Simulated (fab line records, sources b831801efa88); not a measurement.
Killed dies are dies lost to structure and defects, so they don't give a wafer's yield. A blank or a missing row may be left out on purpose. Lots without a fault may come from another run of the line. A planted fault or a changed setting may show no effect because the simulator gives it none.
One fault seen from 2 desks | flow gf180mcu | each desk has only its own numbers; what lay behind them comes last

THE METROLOGY DESK
What the gauges read, lot by lot, whatever tool the lot ran on: means of the sampled wafers that have a number. A lot is out of limits, marked OUT, if its mean lies more than 4 standard deviations from the usual mean; the brackets give that distance.
Columns: A = INCOMING_BOW at GF_STI_BOW_MEAS_00, usual 0 um; B = NSD_RS at GF_PSD_RS_MEAS_14, usual 46.15 ohm/sq
lot  | first seen here | A  | B
L104 | day 1 10:01     | -3 | 46.10
L106 | day 1 20:01     | 2  | 46.22
L108 | day 2 06:01     | 4  | 46.17
L110 | day 2 16:00     | 0  | 46.20
L112 | day 3 02:01     | -3 | 46.24
L113 | day 3 07:00     | 6  | 46.11
L115 | day 3 17:02     | -2 | 46.14
L120 | day 4 18:00     | 2  | 46.13
L121 | day 4 23:00     | -9 | 47.56 (+17) OUT
L124 | day 5 14:00     | 4  | 47.41 (+15) OUT
L126 | day 6 00:00     | 1  | 46.18
This desk's finding: out of limits on L121, L124; first on L121, day 20 02:37 (NSD_RS at GF_PSD_RS_MEAS_14). In limits: L104, L106, L108, L110, L112, L113, L115, L120, L126.

THE TOOL OWNER'S DESK: implanter-03
The tool's own readings at GF_NSD_IMPLANT_10: means of the sampled wafers that have a number, for each lot that ran on this tool. A lot is out of limits, marked OUT, if its mean lies more than 4 standard deviations from the usual mean; the brackets give that distance.
Columns: A = beam_on_s at GF_NSD_IMPLANT_10, usual 10.01 s; B = faraday_current_uA at GF_NSD_IMPLANT_10, usual 2783
lot  | first seen here | A              | B
L108 | day 14 14:47    | 10.16          | 2748
L112 | day 15 19:24    | 9.87           | 2823
L120 | day 18 22:14    | 9.85           | 2833
L121 | day 19 01:41    | 7.80 (-11) OUT | 3571 (+14) OUT
L124 | day 20 09:13    | 7.79 (-11) OUT | 3574 (+14) OUT
This desk's finding: out of limits on L121, L124; first on L121, day 19 01:41 (beam_on_s at GF_NSD_IMPLANT_10). In limits: L108, L112, L120.

PUT TOGETHER
The tool owner's desk could have raised an alarm at day 19 01:41, on L121, L124.
The metrology desk could have raised an alarm at day 20 02:37, on L121, L124.
Of the lots named, all ran GF_NSD_IMPLANT_10 on implanter-03.

WHAT THE SIMULATOR HAD PUT IN
Process parameter drift: implanter-03, from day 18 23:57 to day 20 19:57, at GF_NSD_IMPLANT_10. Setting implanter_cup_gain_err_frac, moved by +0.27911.
Lots struck among those shown: L121, L124.
Hours from the fault's start to each desk's first reading out of limits: the tool owner's desk, 2; the metrology desk, 27.
